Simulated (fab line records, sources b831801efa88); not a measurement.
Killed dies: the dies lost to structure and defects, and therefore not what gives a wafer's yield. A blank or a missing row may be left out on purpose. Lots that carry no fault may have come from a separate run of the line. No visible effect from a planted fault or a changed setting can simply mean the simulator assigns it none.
Code-filled problem report in 8D (eight disciplines) form | flow sky130 | the parts of the form that need people (team, actions taken, sign-off) are left out

1. PROBLEM STATEMENT
Mean of cdNm at SKY_METAL2_CD_MEAS_15: 120.5 nm across 5 wafers in 3 lots; on wafers with no fault it is 140.6 nm (standard deviation 1.5). Relative to the usual mean, that is a shift of -13 standard deviations.
The step: target cd 140 nm.
Seen first at day 37 12:53 on cdSem-01, wafer L226.2. Wafers with a number at this step in the record: 35, from 12 lots. The rule behind "out" and "out of limits": a value lying over 4 standard deviations away from the usual mean. Any other wafer with a number is counted as sound.

2. WHAT THIS IS AND IS NOT
question                    | is                                     | is not
which readings at this step | cdNm                                   | -
which lots                  | L226, L227, L228                       | L222, L224, L225, L236, L238, L239, L240, L241, L242
which wafers of those lots  | L226.2, L226.5, L227.2, L227.5, L228.5 | L227.6, L228.1, L228.4
read on which gauges        | cdSem-01, cdSem-02                     | -
when                        | from day 37 12:53                      | up to then (9 sound wafers); but 21 sound wafers of L227, L228, L236, L238, L239, L240, L241, L242 came after

3. WHAT RULES OUT EACH SUSPECT
Counting: any tool at a process step up to the reading remains a suspect provided it ran every lot that is out. Sound lots after the first of them don't rule it out here, since some wafers of a struck lot are sound.
- the gauge at SKY_METAL2_CD_MEAS_15 is ruled out. Those wafers that are out were read across 2 gauges (cdSem-01, cdSem-02).
- krfScanner-01 at SKY_METAL2_EXPOSE_12 (exposes mask MM2, target cd 140 nm): kept. It ran every lot that is out, first L226 (day 37 00:05); its last sound lot up to then is L224 (day 36 12:36).
Left after counting: krfScanner-01 at SKY_METAL2_EXPOSE_12.

4. THE CAUSE (what the simulator had put in)
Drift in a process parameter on krfScanner-01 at SKY_METAL2_EXPOSE_12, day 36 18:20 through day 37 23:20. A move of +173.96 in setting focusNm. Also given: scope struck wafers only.
Only this tool survived the counting.

5. SEQUENCE OF EFFECTS, ordered by route
Each row: a reading whose mean over the struck wafers that have a number lies more than 3 standard deviations from the usual. Readings are gone through only where the record gives a usual standard deviation; hours: the median, over the lots, of the time from a lot's start at the first step in this table giving one to that lot's start at this step; sigmas: the change measured in usual standard deviations.
hours | step                  | reading             | usual    | on struck wafers | change | sigmas
0     | SKY_METAL2_CD_MEAS_15 | cdNm                | 140.6 nm | 120.5            | -20.1  | -13
243   | SKY_PAD_OPEN_PROBE_99 | defectLimitedYield  | 81.9 %   | 69.7             | -12.2  | -6.4
243   | SKY_PAD_OPEN_PROBE_99 | killed_at_M0_to_M3  | 45       | 104              | +59    | +8.1
243   | SKY_PAD_OPEN_PROBE_99 | killedDies          | 89       | 149              | +60    | +6.4
243   | SKY_PAD_OPEN_PROBE_99 | sort_bin_5_function | 10.7 %   | 22.9             | +12.2  | +8.2
243   | SKY_PAD_OPEN_PROBE_99 | sortNPass           | 403      | 343              | -60    | -6.4
243   | SKY_PAD_OPEN_PROBE_99 | sortYieldPct        | 81.9 %   | 69.7             | -12.2  | -6.4
Its process steps:
- SKY_PAD_OPEN_PROBE_99

6. HOW IT WOULD HAVE BEEN CAUGHT EARLIER
In this record the first reading out of limits at a measuring or inspecting step was taken at day 37 12:53, 19 hours after the fault began at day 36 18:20.
Among the 3 lots that are out, L228 began SKY_METAL2_EXPOSE_12 on krfScanner-01 after day 37 12:53. A tool hold placed at that time would have kept it from harm.
